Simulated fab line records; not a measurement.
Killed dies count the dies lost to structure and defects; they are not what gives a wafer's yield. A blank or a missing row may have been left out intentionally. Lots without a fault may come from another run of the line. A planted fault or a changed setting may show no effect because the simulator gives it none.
fab line records    flow sky130
record: lots: 13  wafers: 39  last_day: 50
route steps=708 shown LDD_HVP@288 SD_P@328 METAL2@483 VIA2@528 PAD_OPEN@708
lots untouched by any fault: they come from a run of this same line in which no faults occurred
start_h: hours from the record's opening day to when the first of the lot's shown wafers began    wait_h: time in hours since the lot's previous step    " repeats the value in the row above    L1.1+2: several wafers, shown together as one row    - either no value or no given start    * or withheld: withheld    < > ~ a bound
route shown NAME@n: a module of which the file shows steps, and the number in the route of the first    usual: mean/standard deviation of fault-free wafers    same: alike in all rows    chamber/n: place in a boat    sites: per-site readings    _std_site: how widely they spread, as a standard deviation    _edge_site: outer sites' mean less inner sites'    radius_mm: how far each site lies from the wafer's centre    mask NAME#n: copy n    behind: the most recent tool/chamber to have shaped the wafer    hold: reason for holding the lot/hours on hold/outcome of the hold    device: the n, p or np transistor that did not switch    end of line: the tests these same wafers got at the end of their route    for a step that has no rows: nothing shown but its recipe    killed: not the wafer's yield, but the dies lost to structure and defects at the first sort    map: the dies of a wafer, with x for killed, . for not killed, _ for no die there
set.NAME: the run value of the setting; set.NAME@STEP: its run value at that earlier step    model.NAME: the simulator's own value behind a step, which no gauge read
steps of the route over a sample of lots; a table a step, a row a wafer
services: from which hour (start_h, from the record's first day; less than 0 if before it) a tool's chamber was out of use, for how many hours, and why
== steps ==
step: SKY_LDD_HVP_TW_MEAS_10
usual: LDD_HVP_TW: 455/3.5
lot.wafer  tool           chamber  start_h  wait_h  LDD_HVP_TW
L482.3     film_metro-02  -        513.44   0.1     451
L482.4     "              -        "        "       451
L482.6     "              -        "        "       453
L484.3     film_metro-03  -        520.04   0.1     458
L484.4     "              -        "        "       459
L484.5     "              -        "        "       457
L485.1     film_metro-03  -        521.32   0.1     458
L485.2     "              -        "        "       456
L485.3     "              -        "        "       459
L487.1     film_metro-02  -        530.57   0.1     451
L487.3     "              -        "        "       452
L487.4     "              -        "        "       449
L486.3     film_metro-02  -        532.14   0.1     450
L486.5     "              -        "        "       452
L486.6     "              -        "        "       450
L488.2     film_metro-02  -        562.98   0.1     453
L488.4     "              -        "        "       454
L488.5     "              -        "        "       452
L490.1     film_metro-02  -        570.77   0.1     450
L490.4     "              -        "        "       451
L490.5     "              -        "        "       454
L489.1     film_metro-01  -        571.57   0.1     456
L489.2     "              -        "        "       459
L489.3     "              -        "        "       459
L491.3     film_metro-01  -        583.51   0.1     458
L491.5     "              -        "        "       457
L491.6     "              -        "        "       459
L492.1     film_metro-03  -        594.97   0.1     463
L492.4     "              -        "        "       462
L492.6     "              -        "        "       463
L494.1     film_metro-02  -        603.12   0.1     453
L494.4     "              -        "        "       450
L494.5     "              -        "        "       450
L503.2     film_metro-03  -        675.25   0.1     461
L503.4     "              -        "        "       457
L503.5     "              -        "        "       459
L504.1     film_metro-01  -        683.77   0.1     458
L504.2     "              -        "        "       458
L504.4     "              -        "        "       459
step: SKY_SD_P_OVL_MEAS_08
usual: SD_P_OVL: 0.0/1.6
lot.wafer  tool        chamber  start_h  wait_h  SD_P_OVL[nm]
L482.3     overlay-02  -        605.24   0.1     2.5
L482.4     "           -        "        "       -0.2
L482.6     "           -        "        "       1.2
L485.1     overlay-01  -        613.38   0.1     -3.4
L485.2     "           -        "        "       -0.4
L485.3     "           -        "        "       -3.4
L484.3     overlay-02  -        614.12   0.1     1.9
L484.4     "           -        "        "       1.5
L484.5     "           -        "        "       1.4
L487.1     overlay-01  -        621.85   0.1     -1.6
L487.3     "           -        "        "       -0.5
L487.4     "           -        "        "       -0.6
L486.3     overlay-02  -        625.64   0.1     3.0
L486.5     "           -        "        "       2.5
L486.6     "           -        "        "       1.2
L488.2     overlay-01  -        654.08   0.1     1.2
L488.4     "           -        "        "       -0.4
L488.5     "           -        "        "       0.3
L490.1     overlay-02  -        661.02   0.1     1.9
L490.4     "           -        "        "       3.7
L490.5     "           -        "        "       0.3
L489.1     overlay-02  -        661.93   0.1     -0.2
L489.2     "           -        "        "       0.4
L489.3     "           -        "        "       -0.8
L491.3     overlay-02  -        672.42   0.1     1.6
L491.5     "           -        "        "       -0.6
L491.6     "           -        "        "       0.4
L492.1     overlay-02  -        684.80   0.1     1.2
L492.4     "           -        "        "       2.6
L492.6     "           -        "        "       -0.6
L494.1     overlay-02  -        692.75   0.1     -1.6
L494.4     "           -        "        "       -0.5
L494.5     "           -        "        "       -0.7
L503.2     overlay-01  -        761.02   0.1     -0.4
L503.4     "           -        "        "       1.1
L503.5     "           -        "        "       0.5
L504.1     overlay-01  -        769.00   0.1     0.5
L504.2     "           -        "        "       0.3
L504.4     "           -        "        "       1.7
step: SKY_METAL2_SPUTTER_00
recipe: material: Ti  target_thk_nm: 15  power_w: 3000  time_s: 10  chamber_pressure_pa: 0.4
usual: throttle_valve_pct: 29.9/0.95
lot.wafer  tool            chamber  start_h  wait_h  throttle_valve_pct
L482.3     pvd_sputter-03  -        810.37   0.1     31.0
L482.4     "               -        "        "       29.2
L482.6     "               -        "        "       29.7
L485.1     pvd_sputter-01  -        818.50   0.1     28.5
L485.2     "               -        "        "       30.6
L485.3     "               -        "        "       29.3
L484.3     pvd_sputter-03  -        819.66   0.1     29.7
L484.4     "               -        "        "       29.3
L484.5     "               -        "        "       29.6
L487.1     pvd_sputter-01  -        824.91   0.2     30.4
L487.3     "               -        "        "       28.6
L487.4     "               -        "        "       30.8
L486.3     pvd_sputter-01  -        829.33   0.1     29.6
L486.5     "               -        "        "       29.5
L486.6     "               -        "        "       31.0
L488.2     pvd_sputter-02  -        856.06   0.2     30.0
L488.4     "               -        "        "       27.6
L488.5     "               -        "        "       31.4
L490.1     pvd_sputter-03  -        860.25   0.1     29.5
L490.4     "               -        "        "       29.3
L490.5     "               -        "        "       31.2
L489.1     pvd_sputter-01  -        860.76   0.1     29.4
L489.2     "               -        "        "       30.7
L489.3     "               -        "        "       28.8
L491.3     pvd_sputter-01  -        870.32   0.1     30.7
L491.5     "               -        "        "       28.5
L491.6     "               -        "        "       30.9
L492.1     pvd_sputter-02  -        881.60   0.1     30.1
L492.4     "               -        "        "       30.0
L492.6     "               -        "        "       29.9
L494.1     pvd_sputter-03  -        888.68   0.2     29.4
L494.4     "               -        "        "       29.4
L494.5     "               -        "        "       29.2
L503.2     pvd_sputter-01  -        947.93   0.2     30.8
L503.4     "               -        "        "       30.7
L503.5     "               -        "        "       30.6
L504.1     pvd_sputter-03  -        954.80   0.2     30.9
L504.2     "               -        "        "       29.3
L504.4     "               -        "        "       29.1
step: SKY_VIA2_CVD_21
recipe: material: W  target_thk_nm: 420  time_s: 126.4  temp_c: 400  pressure_torr: 40
usual: heater_power_w: 915/110
lot.wafer  tool      chamber  start_h  wait_h  heater_power_w
L482.3     cvd_w-02  1        864.78   0.1     1031
L482.4     "         0        "        "       834
L482.6     "         0        "        "       839
L485.1     cvd_w-01  0        872.14   0.0     800
L485.2     "         1        "        "       1050
L485.3     "         0        "        "       820
L484.3     cvd_w-02  0        873.31   0.1     818
L484.4     "         1        "        "       1003
L484.5     "         1        "        "       1035
L487.1     cvd_w-01  1        878.95   0.0     1053
L487.3     "         0        "        "       797
L487.4     "         1        "        "       1022
L486.3     cvd_w-02  1        883.01   0.1     1035
L486.5     "         1        "        "       1039
L486.6     "         0        "        "       847
L488.2     cvd_w-02  1        909.10   0.0     1042
L488.4     "         1        "        "       1037
L488.5     "         1        "        "       1045
L490.1     cvd_w-02  1        913.42   0.0     1053
L490.4     "         1        "        "       1024
L490.5     "         0        "        "       835
L489.1     cvd_w-02  0        913.79   0.0     861
L489.2     "         1        "        "       1015
L489.3     "         1        "        "       1030
L491.3     cvd_w-02  0        922.22   0.1     816
L491.5     "         0        "        "       839
L491.6     "         1        "        "       1036
L492.1     cvd_w-02  1        934.32   0.0     1021
L492.4     "         0        "        "       826
L492.6     "         1        "        "       1011
L494.1     cvd_w-02  0        940.60   0.0     835
L494.4     "         0        "        "       841
L494.5     "         1        "        "       1025
L503.2     cvd_w-02  0        997.82   0.0     843
L503.4     "         0        "        "       840
L503.5     "         1        "        "       1037
L504.1     cvd_w-01  1        1004.90  0.0     1005
L504.2     "         0        "        "       753
L504.4     "         1        "        "       987
step: SKY_PAD_OPEN_PROBE_99
usual: defect_limited_yield: 82.3/2  killed_at_M0_to_M3: 43/7.3  killed_at_M4_up: 3.1/1.7  killed_at_contacts: 25/5.3  killed_at_front_end: 15/4.3  killed_at_other: 0.2/0.54  killed_dies: 87/10  killed_open: 48/7.6  killed_short: 38/6.1  sort_bin_3_pad_short: 0.9/0.42  sort_bin_5_function: 10.5/1.5  sort_bin_6_memory: 6.3/1.2  sort_n_pass: 405/10  sort_yield_pct: 82.3/2
same: gross_dies: 492  killed_at_back_side: 0  sort_bin_4_leakage[%]: 0  sort_bin_8_speed[%]: 0
lot.wafer  tool       chamber  start_h  wait_h  defect_limited_yield[%]  killed_at_M0_to_M3  killed_at_M4_up  killed_at_contacts  killed_at_front_end  killed_at_other  killed_dies  killed_open  killed_short  sort_bin_3_pad_short[%]  sort_bin_5_function[%]  sort_bin_6_memory[%]  sort_n_pass  sort_yield_pct[%]
L491.3     prober-01  -        1135.65  0.2     72.8                     82                  6                27                  19                   0                134          58           37            2.0                      18.5                    6.7                   358          72.8
L491.5     prober-01  -        1135.75  0.2     69.5                     99                  4                32                  15                   0                150          63           40            2.4                      18.5                    9.6                   342          69.5
L491.6     prober-01  -        1135.80  0.2     82.5                     45                  3                28                  10                   0                86           48           37            1.2                      8.7                     7.5                   406          82.5
L492.1     prober-01  -        1145.53  0.1     85.4                     38                  1                24                  9                    0                72           47           25            1.2                      9.1                     4.3                   420          85.4
L492.4     prober-01  -        1145.68  0.2     76.4                     74                  2                21                  18                   1                116          44           28            1.2                      16.3                    6.1                   376          76.4
L492.6     prober-01  -        1145.78  0.2     82.1                     53                  2                18                  15                   0                88           46           42            1.0                      10.4                    6.5                   404          82.1
L494.1     prober-02  -        1150.07  0.1     73.4                     81                  3                21                  26                   0                131          55           32            2.2                      15.4                    8.9                   361          73.4
L494.4     prober-02  -        1150.22  0.2     75.0                     92                  2                22                  7                    0                123          48           32            2.2                      15.2                    7.5                   369          75.0
L494.5     prober-02  -        1150.27  0.2     81.7                     41                  4                26                  18                   1                90           47           40            1.0                      11.2                    6.1                   402          81.7
killed by level:class
L491.3 VIA2:unspecified=39 CONTACT:geometric_particle:open=13 VIA1:geometric_particle:open=11 VIA2:geometric_particle:open=9 VIA3:geometric_particle:open=6 POLY_GATE:geometric_particle:short=5 POLY_GATE:geometric_particle:open=4 LI_CONTACT:geometric_particle:open=4
L491.5 VIA2:unspecified=47 CONTACT:geometric_particle:open=15 VIA1:geometric_particle:open=13 VIA3:geometric_particle:open=10 VIA2:geometric_particle:open=7 LI_CONTACT:geometric_particle:open=6 METAL2:geometric_particle:short=5 CONTACT:geometric_particle:short=5
L491.6 VIA1:geometric_particle:open=13 CONTACT:geometric_particle:open=10 LI_CONTACT:geometric_particle:open=7 VIA3:geometric_particle:open=6 VIA2:geometric_particle:open=5 METAL1:geometric_particle:short=5 VIA1:geometric_particle:short=5 LI_CONTACT:geometric_particle:short=4
L492.1 VIA1:geometric_particle:open=11 CONTACT:geometric_particle:open=10 METAL2:geometric_particle:short=8 LI_CONTACT:geometric_particle:open=6 VIA2:geometric_particle:open=6 VIA3:geometric_particle:open=6 CONTACT:geometric_particle:short=4 FIELD_ISO:geometric_particle:open=3
L492.4 VIA2:unspecified=44 CONTACT:geometric_particle:open=9 VIA1:geometric_particle:open=7 VIA3:geometric_particle:open=6 POLY_GATE:geometric_particle:short=5 FIELD_ISO:geometric_particle:open=4 LI_CONTACT:geometric_particle:open=4 METAL1:geometric_particle:short=4
L492.6 VIA3:geometric_particle:open=13 FIELD_ISO:geometric_particle:open=7 METAL1:geometric_particle:short=7 VIA1:geometric_particle:open=7 METAL2:geometric_particle:short=6 POLY_GATE:geometric_particle:short=5 LI_CONTACT:geometric_particle:open=5 CONTACT:geometric_particle:open=5
L494.1 VIA2:unspecified=44 VIA1:geometric_particle:open=13 LI_CONTACT:geometric_particle:open=8 POLY_GATE:geometric_particle:open=7 FIELD_ISO:geometric_particle:open=6 VIA1:geometric_particle:short=5 CONTACT:geometric_particle:open=5 VIA3:geometric_particle:open=5
L494.4 VIA2:unspecified=43 CONTACT:geometric_particle:open=11 VIA1:geometric_particle:open=11 VIA3:geometric_particle:open=8 METAL1:geometric_particle:short=7 VIA2:geometric_particle:open=6 LI_CONTACT:geometric_particle:open=4 METAL2:geometric_particle:short=4
L494.5 CONTACT:geometric_particle:open=12 METAL1:geometric_particle:short=10 VIA1:geometric_particle:open=10 VIA2:geometric_particle:open=9 CONTACT:geometric_particle:short=6 POLY_GATE:geometric_particle:short=5 FIELD_ISO:geometric_particle:short=3 POLY_GATE:geometric_particle:open=3
== services ==
tool            chamber  start_h  hours  kind
pvd_sputter-03  -        869.83   7.2    repair
cvd_w-02        -        880.81   1.6    repair
cvd_w-01        -        888.48   6.0    pm
cvd_w-01        -        904.00   14.0   pm
cvd_w-01        0        904.00   14.0   vent_cycle
cvd_w-01        1        904.00   14.0   vent_cycle
cvd_w-01        0        918.00   -      clean
cvd_w-01        1        918.00   -      clean
cvd_w-02        -        918.58   2.8    pm
pvd_sputter-03  -        960.10   5.2    repair
pvd_sputter-02  -        975.61   3.6    repair
pvd_sputter-01  -        989.16   0.9    repair
== key ==
first_sign: step: SKY_PAD_OPEN_PROBE_99  reading: killed_at_M0_to_M3  direction: up  sigmas: 5.8  usual: 43  struck: 86
effect: step: SKY_PAD_OPEN_PROBE_99  reading: defect_limited_yield  direction: down  sigmas: 4.4  usual: 82.3  struck: 73.4
met_at SKY_VIA2_CVD_21
struck_lots L491,L492,L494
struck_wafers L491.3,L491.5,L492.4,L494.1,L494.4
not_acting_at SKY_LDD_HVP_TW_MEAS_10,SKY_SD_P_OVL_MEAS_08,SKY_METAL2_SPUTTER_00
onset_between 913.79 922.22
fault: kind: chamber_particle_source  tool: cvd_w-02  chamber: 0  onset_h: 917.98  steps: SKY_VIA2_CVD_21  rate_per_visit_cm2: 0.55657  end_h: 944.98
